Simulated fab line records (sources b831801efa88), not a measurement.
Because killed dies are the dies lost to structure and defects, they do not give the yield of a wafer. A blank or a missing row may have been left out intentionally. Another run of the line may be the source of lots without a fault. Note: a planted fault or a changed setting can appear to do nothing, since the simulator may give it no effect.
Matching of chambers | flow sky130 | SKY_POLY_GATE_ETCH_17 on rie si-01: 4 sister chambers
The step etches poly-Si in HBr/Cl2, stops on SiO2, target depth 180 nm, time 70.5 s. 14 wafers are shown with their chamber, then 7 later ones without.

## WAFERS WITH THEIR CHAMBER
wafer  | chamber | drypump motor current A (A) | he backside leak sccm (sccm) | oes product au (a.u.)
L407.4 | 3       | 5.1                         | 2.32                         | 0.977
L407.6 | 1       | 6.5                         | 2.98                         | 0.975
L408.1 | 2       | 5.8                         | 2.32                         | 0.989
L408.3 | 0       | 5.9                         | 2.73                         | 0.996
L408.6 | 3       | 5.1                         | 2.39                         | 0.982
L409.2 | 0       | 5.9                         | 2.83                         | 0.991
L411.2 | 1       | 6.5                         | 2.94                         | 0.979
L411.3 | 2       | 5.7                         | 2.26                         | 0.991
L412.2 | 2       | 5.8                         | 2.52                         | 0.999
L420.3 | 1       | 6.5                         | 2.73                         | 0.999
L420.5 | 2       | 5.8                         | 2.49                         | 0.992
L420.6 | 3       | 5.1                         | 2.42                         | 0.994
L422.4 | 1       | 6.5                         | 2.87                         | 0.991
L422.5 | 0       | 5.9                         | 2.85                         | 0.991

SIGNATURES (averages over the wafers above)
reading                 | chamber 0 | chamber 1 | chamber 2 | chamber 3 | scatter within a chamber
drypump motor current A | 5.900     | 6.500     | 5.775     | 5.100     | 0.0274
he backside leak sccm   | 2.8033    | 2.8800    | 2.3975    | 2.3767    | 0.0991
oes product au          | 0.99267   | 0.98600   | 0.99275   | 0.98433   | 0.00768
Rule: distance of a wafer from a chamber = root of the sum over the readings of ((wafer's reading minus chamber's mean) / reading's scatter) squared. If the next closest chamber is less than 2 further off than the closest, the wafer can't be placed; otherwise it belongs to the closest. The scatter is the square root of a quotient: the sum, over the shown wafers, of each reading's squared deviation from its chamber's mean, divided by wafers minus chambers.

## WAFERS MISSING THEIR CHAMBER
wafer  | drypump motor current A (A) | he backside leak sccm (sccm) | oes product au (a.u.)
L422.6 | 5.1                         | 2.45                         | 0.993
L424.1 | 5.1                         | 2.23                         | 0.996
L424.5 | 5.8                         | 2.40                         | 0.998
L424.6 | 5.1                         | 2.30                         | 0.991
L426.3 | 5.8                         | 2.39                         | 0.987
L426.4 | 6.5                         | 2.93                         | 0.982
L426.6 | 5.9                         | 2.67                         | 0.984

## EACH ONE'S CHAMBER
wafer  | from the rows above | in truth
L422.6 | 3                   | 3
L424.1 | 3                   | 3
L424.5 | 2                   | 2
L424.6 | 3                   | 3
L426.3 | 2                   | 2
L426.4 | 1                   | 1
L426.6 | 0                   | 0
Placed correctly: 7 of 7. From these rows, 0 cannot be placed. Number placed wrongly: 0.
